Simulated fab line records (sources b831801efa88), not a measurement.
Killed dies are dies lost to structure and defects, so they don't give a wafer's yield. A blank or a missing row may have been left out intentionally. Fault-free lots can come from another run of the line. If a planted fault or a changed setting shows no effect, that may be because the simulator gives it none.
A lot that was struck, set against a sound lot	flow gf180mcu	14 steps out of a route of 602
Sound: these wafers, L330.1, L330.4, L330.5. Struck: wafers L337.1, L337.3, L337.4. The cause is given at the end.
Per side, at each step with rows, come the tool, then ch with its chambers, and then its first start. Under that, the readings that differ: sound wafers	struck wafers	difference of the means	sigmas: that difference in standard deviations of wafers without a fault.
alike: readings whose means differ by less than 2 such deviations, and words and numbers that are the same on both sides. not compared: withheld readings, readings that some wafer has no value for, bounds like >300 that may hide the same value, and numbers for which the record gives no deviation and whose values overlap.
Wherever a step has rows on one side only, a row that says differs or no value, or a row with sigmas, the two part there. When numbers do not overlap yet have no deviation, they are printed without sigmas and do not part them. A reading that every wafer of one side lacks parts them only if that side has two wafers or more.

GF_V4_STRIP_18: strips in O2/N2.
  sound on plasma_asher-04 ch 0,1, day 25 12:37; struck on plasma_asher-04 ch 0,1, day 27 21:04
  alike: drypump_motor_current_A, heater_power_w, oes_product_au
  not compared: rf_hours_counter_h
then, 2 steps without rows for these wafers: GF_V4_STRIP_19 (strips in post etch residue remover, time 1200 s); GF_V4_CLEAN_20 (cleans in DIW).
GF_V4_SPUTTER_21: material Ti, target thk 15 nm, time 80.02 s.
  struck on pvd_sputter-03, day 27 21:38; sound on pvd_sputter-03, day 25 13:09
  alike: cathode_dc_power_W, chamber_pressure_pa, throttle_valve_pct
GF_V4_SPUTTER_22: material TiN, target thk 10 nm, time 40 s.
  struck on pvd_sputter-03, day 27 21:42; sound on pvd_sputter-03, day 25 13:13
  alike: cathode_dc_power_W, chamber_pressure_pa, throttle_valve_pct
then, 1 step without rows for these wafers: GF_V4_CVD_23 (deposits W, target thk 350 nm, time 104.9 s).
GF_V4_RS_MEAS_24: measures by four-point-probe.
  struck on film_metro-04, day 27 21:51; sound on film_metro-04, day 25 13:22
  alike: V4_W_RS
GF_V4_THK_MEAS_25: measures by xrf.
  struck on film_metro-04, day 27 21:58; sound on film_metro-04, day 25 13:29
  alike: V4_W_THK
GF_V4_CMP_26: polishes, stops on SiO2, t overpolish 15 s, target thk 0 nm.
  sound on cmp-01 ch 0,1,3, day 25 13:38; struck on cmp-01 ch 0,2,3, day 27 22:02
  alike: motor_current_A, overpolish_run_s, time_to_endpoint_s
then, 1 step without rows for these wafers: GF_MIM_SPUTTER_00 (material Ti, target thk 37.5 nm, time 150 s).
GF_MIM_SPUTTER_01: material TiN, target thk 30 nm, time 25 s.
  struck on pvd_sputter-01, day 27 22:26; sound on pvd_sputter-01, day 25 13:56
  alike: cathode_dc_power_W, chamber_pressure_pa, throttle_valve_pct
then, 1 step without rows for these wafers: GF_MIM_SPUTTER_02 (material AlCu, target thk 450 nm, time 23.9 s).
GF_MIM_SPUTTER_03: material Ti, target thk 10 nm, time 6.7 s.
  struck on pvd_sputter-01, day 27 22:29; sound on pvd_sputter-01, day 25 14:00
  no value came back on the struck wafers for cathode_dc_power_W (W), chamber_pressure_pa (Pa), throttle_valve_pct (%); on the sound wafers cathode_dc_power_W (W) reads 3000.6 2999.5 2999.7
then, 1 step without rows for these wafers: GF_MIM_SPUTTER_04 (material TiN, target thk 50 nm, time 41.7 s).

WHERE THEY PART
Only at GF_MIM_SPUTTER_03, within this record.

WHY: what had been put in by the simulator
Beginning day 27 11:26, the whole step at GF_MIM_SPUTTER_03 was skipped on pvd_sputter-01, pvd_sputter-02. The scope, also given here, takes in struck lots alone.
